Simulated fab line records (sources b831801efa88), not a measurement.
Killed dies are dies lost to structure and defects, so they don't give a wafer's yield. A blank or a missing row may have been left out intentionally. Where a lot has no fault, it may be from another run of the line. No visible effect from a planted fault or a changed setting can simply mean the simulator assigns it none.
8D (eight disciplines) problem report, filled in by code	flow sky130	the parts of the form that need people (team, actions taken, sign-off) are left out

== 1. PROBLEM STATEMENT ==
SKY_METAL4_METAL_ETCH_18, oes-product-au: mean 0.983 a.u. over 1 wafer from 1 lot; wafers with no fault: 0.863 a.u., standard deviation 0.0074. Relative to the usual mean, that is a shift of +16 standard deviations.
The step: etches the open film in Cl2/BCl3, stops on SiO2, target depth 845 nm, time 183.1 s.
Earliest sighting: wafer L395.3 on rie-metal-01 at day 47 04:47. Wafers with a number at this step in the record: 39, from 13 lots. Rule for "out" (also "out of limits"): further than 4 standard deviations from the usual mean. The other wafers with a number count as sound.

== 2. WHAT IT IS, AND WHAT IT ISN'T ==
question	is	is not
which readings at this step	oes-product-au	chamber-pressure-mTorr, drypump-motor-current-A, throttle-valve-pct
which lots	L395	L377, L378, L380, L381, L382, L384, L385, L390, L397, L398, L399, L400
which wafers of those lots	L395.3	L395.1, L395.6
read on which tools	rie-metal-01	rie-metal-02, rie-metal-04
when	from day 47 04:47	up to then (26 sound wafers); but 12 sound wafers of L397, L398, L399, L400 came after

== 3. THE SUSPECTS, EACH WITH WHAT RULES IT OUT ==
Counting: if a tool at a process step up to the reading ran every lot that is out, it stays a suspect. Sound lots after the first of them don't rule it out here, since some wafers of a struck lot are sound.
- rie-diel-03 at SKY_METAL3_ETCH_17 (etches SiO2 in C4F8/O2/Ar, stops on TiN, time 3.9 s, target depth 15 nm): kept. It ran the lot that is out, L395 (day 44 10:18); its last sound lot up to then is L380 (day 39 14:16).
- pvd-sputter-04 at SKY_METAL4_SPUTTER_02 (material AlCu, target thk 735 nm, time 39.1 s): kept. It ran the lot that is out, L395 (day 45 11:19); its last sound lot up to then is L390 (day 43 16:05).
- rie-metal-01 at SKY_METAL4_METAL_ETCH_18 (etches the open film in Cl2/BCl3, stops on SiO2, target depth 845 nm, time 183.1 s): kept. It ran the lot that is out, L395 (day 47 04:47); its last sound lot up to then is L384 (day 43 16:59). On those wafers its own readings are out: oes-product-au.
- The sound lot-mates ran in chamber 1 of rie-diel-03 at SKY_METAL3_ETCH_17, but the wafers that are out ran in chamber 0.
rie-diel-03 at SKY_METAL3_ETCH_17, pvd-sputter-04 at SKY_METAL4_SPUTTER_02 and rie-metal-01 at SKY_METAL4_METAL_ETCH_18 are what is left after counting.

== 4. THE CAUSE (what the simulator had put in) ==
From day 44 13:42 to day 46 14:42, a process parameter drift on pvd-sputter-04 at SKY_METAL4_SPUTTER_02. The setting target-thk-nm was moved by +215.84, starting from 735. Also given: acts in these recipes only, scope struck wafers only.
Counting left 3 suspects, and this tool is among them.

== 5. SEQUENCE OF EFFECTS, ordered by route ==
Each row: a reading whose mean over the struck wafers that have a number lies more than 3 standard deviations from the usual. Only readings whose record carries a usual standard deviation are examined. hours: median over the lots of the time between each lot's start at the first step of this table that gives one and its start at this step. sigmas: the change, counted in usual standard deviations.
hours	step	reading	usual	on struck wafers	change	sigmas
0	SKY_METAL4_METAL_ETCH_18	oes-product-au	0.863 a.u.	0.983	+0.120	+16
It contains these process steps:
- SKY_METAL4_METAL_ETCH_18: etches the open film in Cl2/BCl3, stops on SiO2, target depth 845 nm, time 183.1 s.
At these later measuring or inspecting steps, every struck wafer for which the step has a row has a number for every such reading, and none has moved that far: SKY_VIA4_THK_MEAS_01, SKY_VIA4_BOW_MEAS_03.

== 6. HOW IT WOULD HAVE BEEN CAUGHT EARLIER ==
In this record no reading fell out of limits until day 47 04:47, 63 hours after the fault had begun at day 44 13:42.
An alarm limit of 4 standard deviations would not have fired on the tool readings at SKY_METAL4_SPUTTER_02 for which the record gives a usual standard deviation, since none of them was out on any struck wafer.
All the lots that are out (1) had begun SKY_METAL4_SPUTTER_02 on pvd-sputter-04 by day 47 04:47. None of them would have been spared by holding the tool at that moment.
